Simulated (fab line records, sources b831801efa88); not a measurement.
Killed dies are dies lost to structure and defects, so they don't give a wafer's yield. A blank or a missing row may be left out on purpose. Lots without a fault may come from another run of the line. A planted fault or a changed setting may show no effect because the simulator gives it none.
Which tool did it? | flow gf180mcu | 6 lots, 18 wafers sampled, at 1 step of a route of 602

WHAT THE GAUGES READ, wafer by wafer
GF_LVPWELL_TW_MEAS_11.
lot  | measured    | on            | LVPWELL_TW
L784 | day 4 02:44 | film_metro-01 | 555 555 553
L788 | day 5 02:24 | film_metro-01 | 556 558 559
L790 | day 5 12:32 | film_metro-01 | 555 558 560
L795 | day 6 17:08 | film_metro-03 | 562 559 559
L801 | day 8 01:28 | film_metro-03 | 564 566 567
L804 | day 8 19:07 | film_metro-03 | 568 566 563

WHICH TOOL RAN EACH LOT (tool, then ch and the chambers of the sampled wafers, then the start)
The record holds no process step before these readings.

THE ANSWER, worked out from the rows above alone
Rule: what is usual is taken from the lots themselves. Put in order of their means at a reading, lots are off if they are a third of the lots or fewer, leave a main group of 4 or more, and stand apart from it by a gap of 3 or more times the standard deviation of the main group's means; of several such gaps the widest counts. A main group whose means are all the same, to the digits that the tables above print for the reading, isn't used. A lot without any number at a reading at which 4 lots or more have one is off too. The other lots that the step has rows for count as sound.
No lot is off at any reading shown: from this, nothing can be told.

WHAT THE SIMULATOR HAD PUT IN
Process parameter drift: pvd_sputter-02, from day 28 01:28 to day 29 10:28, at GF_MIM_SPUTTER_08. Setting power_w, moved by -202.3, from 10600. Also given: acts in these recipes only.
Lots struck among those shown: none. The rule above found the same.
